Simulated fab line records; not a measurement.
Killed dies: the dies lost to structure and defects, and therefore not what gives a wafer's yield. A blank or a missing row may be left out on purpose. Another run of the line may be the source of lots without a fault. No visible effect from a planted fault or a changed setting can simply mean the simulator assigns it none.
Struck lot and sound lot, side by side :: flow sky130 :: 15 steps out of a route of 708
Sound: these wafers, L511.2, L511.5, L511.6. Struck: wafers L524.2, L524.4, L524.5. At the end, the cause is stated.
Each step with rows lists, per side, the tool, then ch with its chambers, then its first start. Under that, the readings that differ: sound wafers :: struck wafers :: difference of the means :: sigmas: that difference in standard deviations of wafers without a fault.
alike: words and numbers the same on both sides, and readings whose means are apart by under 2 such deviations; not compared: readings that were withheld, readings missing a value for some wafer, numbers with overlapping values and no deviation given by the record, and bounds like >300 which may hide the same value.
The two part at a step that has a row with sigmas, a row that says differs or no value, or rows on one side only. Non-overlapping numbers with no deviation appear without sigmas and do not part them. A reading missing from all wafers of one side parts the sides only when that side holds two or more wafers.

SKY_VT_ADJUST_PCH_TW_MEAS_10:
  struck on filmMetro-04, day 15 07:40; sound on filmMetro-01, day 10 23:01
  alike: VT_ADJUST_PCH_TW
then, 7 steps without rows for these wafers: SKY_SONOS_TUNNEL_DEHYDRATE_00 (time 60 s); SKY_SONOS_TUNNEL_HMDS_01 (prime time 60 s); SKY_SONOS_TUNNEL_COAT_02 (resist thk 1140 nm); SKY_SONOS_TUNNEL_SOFTBAKE_03 (time 60 s); SKY_SONOS_TUNNEL_EXPOSE_04 (exposes mask TUNM, target cd 410 nm); SKY_SONOS_TUNNEL_PEB_05; SKY_SONOS_TUNNEL_DEVELOP_06 (develop time 60 s).
SKY_SONOS_TUNNEL_CD_MEAS_07: the cd target is 410 nm.
  struck on cdSem-01, day 16 10:55; sound on cdSem-02, day 11 22:14
  alike: cdNm
SKY_SONOS_TUNNEL_OVL_MEAS_08:
  struck on overlay-01, day 16 11:02; sound on overlay-02, day 11 22:20
  alike: SONOS_TUNNEL_OVL
then, 2 steps without rows for these wafers: SKY_SONOS_TUNNEL_IMPLANT_09; SKY_SONOS_TUNNEL_WET_ETCH_10 (etches SiO2 in dHF, target depth 14 nm, time 280 s).
SKY_SONOS_TUNNEL_STRIP_11: strips in SPM, time 600 s.
  sound on wetBench-01 ch 2, day 11 22:37; struck on wetBench-03 ch 2, day 16 11:17
  no value came back on the struck wafers for bathGuardTempC (C), bathHeatDutyPct (%), tempC (C); on the sound wafers bathGuardTempC (C) reads 129.4 129.1 128.8
reading: model.NOVOLAK_of_SONOS_TUNNEL_COAT_02.thkNm (nm)
sound: 0 0 0
struck: 1144 1145 1139
difference: +1143
sigmas: 
SKY_SONOS_TUNNEL_TW_MEAS_12:
  struck on filmMetro-01, day 16 11:29; sound on filmMetro-02, day 11 22:49
  alike: SONOS_TUNNEL_TW
-- a jump in the record: the struck wafers' starts before and after are 33 days apart (it breaks off in module SONOS_TUNNEL and resumes in module PAD_OPEN, where the first step shown is number 708 of the route) --
SKY_PAD_OPEN_PROBE_99:
  rows exist in the record for the struck wafers here (prober-02, day 49 16:10), but not for the sound ones

WHERE THEY PART
At SKY_SONOS_TUNNEL_STRIP_11 first; at SKY_PAD_OPEN_PROBE_99 last (within this record only).

WHY: whatever the simulator had introduced
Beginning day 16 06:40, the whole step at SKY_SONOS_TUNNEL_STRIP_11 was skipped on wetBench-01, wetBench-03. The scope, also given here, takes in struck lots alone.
